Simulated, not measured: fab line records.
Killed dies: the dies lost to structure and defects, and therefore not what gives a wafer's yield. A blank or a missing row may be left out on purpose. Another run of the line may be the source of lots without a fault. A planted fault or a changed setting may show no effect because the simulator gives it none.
The tool behind it: which one?	flow gf180mcu	12 lots with 36 wafers sampled at 2 steps, on a route of 602 steps

== WHAT EACH GAUGE READ, for each wafer ==
GF_V1_THK_MEAS_25: measures by xrf.
lot	measured	on	V1_W_THK (nm)
L075	day 18 20:59	film_metro-02	350 347 348
L077	day 20 05:59	film_metro-01	344 342 342
L079	day 20 10:10	film_metro-02	359 359 357
L081	day 21 11:41	film_metro-02	357 358 359
L083	day 22 05:57	film_metro-02	356 361 359
L085	day 22 20:23	film_metro-01	352 351 351
L087	day 23 09:14	film_metro-02	348 344 349
L089	day 24 04:19	film_metro-02	348 343 347
L091	day 24 18:29	film_metro-04	352 353 352
L093	day 25 05:56	film_metro-02	341 351 347
L095	day 26 00:19	film_metro-02	346 353 351
L097	day 26 22:06	film_metro-01	348 346 347

== WHAT TOOL EACH LOT RAN ON (gives the tool, then ch and the chambers of the sampled wafers, and finally the start) ==
lot	GF_PSD_STRIP_10
L075	plasma_asher-02 ch 0,1, day 14 19:08
L077	plasma_asher-02 ch 0,1, day 15 21:40
L079	plasma_asher-04 ch 0,1, day 16 04:05
L081	plasma_asher-01 ch 0,1, day 17 04:43
L083	plasma_asher-02 ch 0,1, day 17 21:26
L085	plasma_asher-04 ch 0,1, day 18 12:29
L087	plasma_asher-02 ch 0,1, day 19 03:32
L089	plasma_asher-02 ch 0, day 19 23:09
L091	plasma_asher-01 ch 0,1, day 20 15:18
L093	plasma_asher-02 ch 0,1, day 21 04:51
L095	plasma_asher-02 ch 0,1, day 22 00:59
L097	plasma_asher-04 ch 0,1, day 22 23:29
- GF_PSD_STRIP_10: strips in O2/N2.

== THE ANSWER, worked out from the rows above alone ==
Rule: the lots themselves supply what counts as usual. Put in order of their means at a reading, lots are off if they are a third of the lots or fewer, leave a main group of 4 or more, and stand apart from it by a gap of 3 or more times the standard deviation of the main group's means; of several such gaps the widest counts. A main group whose means are all the same, to the digits that the tables above print for the reading, isn't used. A lot without any number at a reading at which 4 lots or more have one is off too. Any other lot the step has rows for is counted as sound.
No lot is off at any reading shown: from this, nothing can be told.

== WHAT THE SIMULATOR HAD INSERTED ==
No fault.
